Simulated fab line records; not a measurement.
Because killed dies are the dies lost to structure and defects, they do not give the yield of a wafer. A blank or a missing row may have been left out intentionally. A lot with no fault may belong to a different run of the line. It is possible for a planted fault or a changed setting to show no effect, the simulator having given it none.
Which tool did it? / flow sky130 / 12 lots with 36 wafers sampled at 4 steps, on a route of 708 steps

WHAT THE GAUGES READ, wafer by wafer
SKY_FIELD_ISO_BOW_MEAS_00.
lot=L959; measured=day 1 20:01; on=filmMetro-03; INCOMING_BOW (um)=-3 -8 1
lot=L960; measured=day 2 01:02; on=filmMetro-04; INCOMING_BOW (um)=0 2 9
lot=L962; measured=day 2 11:02; on=filmMetro-01; INCOMING_BOW (um)=3 5 -2
lot=L963; measured=day 2 16:00; on=filmMetro-04; INCOMING_BOW (um)=2 18 3
lot=L964; measured=day 2 21:04; on=filmMetro-03; INCOMING_BOW (um)=-3 2 7
lot=L965; measured=day 3 02:02; on=filmMetro-01; INCOMING_BOW (um)=3 3 0
lot=L967; measured=day 3 12:00; on=filmMetro-03; INCOMING_BOW (um)=10 -6 2
lot=L970; measured=day 4 03:00; on=filmMetro-03; INCOMING_BOW (um)=-5 10 9
lot=L972; measured=day 4 13:00; on=filmMetro-04; INCOMING_BOW (um)=-1 7 13
lot=L976; measured=day 5 09:00; on=filmMetro-01; INCOMING_BOW (um)=5 0 -3
lot=L978; measured=day 5 19:01; on=filmMetro-04; INCOMING_BOW (um)=-1 -4 -8
lot=L980; measured=day 6 05:00; on=filmMetro-03; INCOMING_BOW (um)=7 -6 -4

SKY_SONOS_ONO_CD_MEAS_13: the cd target is 410 nm.
lot=L959; measured=day 13 02:08; on=cdSem-02; cdNm (nm)=413.4 412.1 413.4
lot=L960; measured=day 13 13:15; on=cdSem-02; cdNm (nm)=410.1 410.3 408.2
lot=L962; measured=day 14 07:17; on=cdSem-02; cdNm (nm)=408.6 405.3 407.3
lot=L963; measured=day 14 11:52; on=cdSem-01; cdNm (nm)=407.0 406.0 407.5
lot=L964; measured=day 14 20:33; on=cdSem-02; cdNm (nm)=409.6 409.8 408.7
lot=L965; measured=day 15 03:17; on=cdSem-02; cdNm (nm)=409.4 408.1 410.4
lot=L967; measured=day 16 01:38; on=cdSem-02; cdNm (nm)=411.9 413.0 412.6
lot=L970; measured=day 16 22:50; on=cdSem-02; cdNm (nm)=414.1 413.9 410.8
lot=L972; measured=day 18 12:50; on=cdSem-02; cdNm (nm)=409.4 408.8 409.2
lot=L976; measured=day 19 11:26; on=cdSem-02; cdNm (nm)=409.6 408.1 409.0
lot=L978; measured=day 20 07:44; on=cdSem-02; cdNm (nm)=411.7 411.3 409.8
lot=L980; measured=day 20 14:23; on=cdSem-01; cdNm (nm)=410.7 408.6 410.2

SKY_GATE_OXIDE_TW_MEAS_14.
lot=L959; measured=day 14 08:23; on=filmMetro-01; GATE_OXIDE_TW=224.0 225.2 225.0
lot=L960; measured=day 14 19:08; on=filmMetro-01; GATE_OXIDE_TW=225.8 225.6 224.6
lot=L962; measured=day 15 11:19; on=filmMetro-01; GATE_OXIDE_TW=226.2 225.7 227.4
lot=L963; measured=day 15 17:31; on=filmMetro-02; GATE_OXIDE_TW=223.0 222.3 223.1
lot=L964; measured=day 16 03:17; on=filmMetro-04; GATE_OXIDE_TW=225.2 225.3 224.2
lot=L965; measured=day 16 09:01; on=filmMetro-04; GATE_OXIDE_TW=224.7 227.2 225.0
lot=L967; measured=day 17 07:49; on=filmMetro-01; GATE_OXIDE_TW=226.8 227.2 229.3
lot=L970; measured=day 18 07:48; on=filmMetro-02; GATE_OXIDE_TW=223.9 223.7 222.4
lot=L972; measured=day 19 23:54; on=filmMetro-01; GATE_OXIDE_TW=224.9 227.0 225.4
lot=L976; measured=day 20 21:18; on=filmMetro-02; GATE_OXIDE_TW=224.7 225.2 223.7
lot=L978; measured=day 21 17:14; on=filmMetro-02; GATE_OXIDE_TW=227.3 228.4 228.2
lot=L980; measured=day 21 23:06; on=filmMetro-01; GATE_OXIDE_TW=230.3 229.7 231.9

WHAT TOOL EACH LOT RAN ON (gives the tool, then ch and the chambers of the sampled wafers, and finally the start)
lot=L959; SKY_GATE_OXIDE_IMPLANT_11=implanter-01 ch 0, day 14 08:01
lot=L960; SKY_GATE_OXIDE_IMPLANT_11=implanter-02 ch 0, day 14 18:49
lot=L962; SKY_GATE_OXIDE_IMPLANT_11=implanter-02 ch 0, day 15 10:58
lot=L963; SKY_GATE_OXIDE_IMPLANT_11=implanter-01 ch 0, day 15 17:10
lot=L964; SKY_GATE_OXIDE_IMPLANT_11=implanter-01 ch 0, day 16 02:59
lot=L965; SKY_GATE_OXIDE_IMPLANT_11=implanter-04 ch 0, day 16 08:42
lot=L967; SKY_GATE_OXIDE_IMPLANT_11=implanter-02 ch 0, day 17 07:27
lot=L970; SKY_GATE_OXIDE_IMPLANT_11=implanter-01 ch 0, day 18 07:27
lot=L972; SKY_GATE_OXIDE_IMPLANT_11=implanter-01 ch 0, day 19 23:33
lot=L976; SKY_GATE_OXIDE_IMPLANT_11=implanter-04 ch 0, day 20 20:56
lot=L978; SKY_GATE_OXIDE_IMPLANT_11=implanter-01 ch 0, day 21 16:54
lot=L980; SKY_GATE_OXIDE_IMPLANT_11=implanter-01 ch 0, day 21 22:44
- SKY_GATE_OXIDE_IMPLANT_11

AS READ BY THE TOOLS THEMSELVES (means over the sampled wafers that have a number; for cases with no such wafer, the mark the record gives instead)
SKY_GATE_OXIDE_IMPLANT_11.
lot=L959 tool=implanter-01 doseIonsCm2=2.6002e+12 faradayCurrentUA=14.94
lot=L960 tool=implanter-02 doseIonsCm2=2.5985e+12 faradayCurrentUA=14.67
lot=L962 tool=implanter-02 doseIonsCm2=2.6021e+12 faradayCurrentUA=14.57
lot=L963 tool=implanter-01 doseIonsCm2=2.5998e+12 faradayCurrentUA=14.63
lot=L964 tool=implanter-01 doseIonsCm2=2.6035e+12 faradayCurrentUA=14.50
lot=L965 tool=implanter-04 doseIonsCm2=2.6016e+12 faradayCurrentUA=14.68
lot=L967 tool=implanter-02 doseIonsCm2=2.5985e+12 faradayCurrentUA=14.67
lot=L970 tool=implanter-01 doseIonsCm2=2.5970e+12 faradayCurrentUA=14.84
lot=L972 tool=implanter-01 doseIonsCm2=2.6025e+12 faradayCurrentUA=14.48
lot=L976 tool=implanter-04 doseIonsCm2=2.5995e+12 faradayCurrentUA=14.75
lot=L978 tool=implanter-01 doseIonsCm2=2.7730e+12 faradayCurrentUA=15.94
lot=L980 tool=implanter-01 doseIonsCm2=2.7729e+12 faradayCurrentUA=15.50

THE ANSWER, worked out from the rows above alone
Rule: what is usual is taken from the lots themselves. The widest of any qualifying gaps counts: lots, ordered by their means at a reading, are off when they make up no more than a third of the lots, leave a main group of 4 or more, and stand apart from it by 3 or more times the standard deviation of that group's means. Not used: any main group whose means are identical at the precision the tables above print for the reading. A lot without any number at a reading at which 4 lots or more have one is off too. The other lots that the step has rows for count as sound. Order of review: gauges by route order, followed by the tools' own readings, for which a lot's mean as printed above is used. The first step at which some lot is off is used, and at that step the reading that is off furthest; a lot without a number counts as furthest.
Off, at SKY_GATE_OXIDE_IMPLANT_11 on doseIonsCm2: L978, L980. Main group: mean 2.6003e+12, sd 2e+09.
If a tool, at that step or one of the process steps before it, ran each lot that is off and ran no sound lot following the first of them, it fits. One candidate fits, namely implanter-01 at SKY_GATE_OXIDE_IMPLANT_11. A fault onset in the window from L972 (day 19 23:33, its last sound lot) to L978 (day 21 16:54, its first lot off) fits.
The tool's own readings at SKY_GATE_OXIDE_IMPLANT_11 bear it out: on the lots that are off they differ by more than 5 times the standard deviation of the sound lots' means. doseIonsCm2 reads 2.7730e+12 there against 2.6003e+12 on the sound lots; faradayCurrentUA reads 15.72 there against 14.67 on the sound lots.

WHAT HAD BEEN PUT IN BY THE SIMULATOR
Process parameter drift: implanter-01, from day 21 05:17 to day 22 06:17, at SKY_GATE_OXIDE_IMPLANT_11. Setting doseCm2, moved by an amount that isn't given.
Lots struck among those shown: L978, L980. This agrees with what the rule above found.
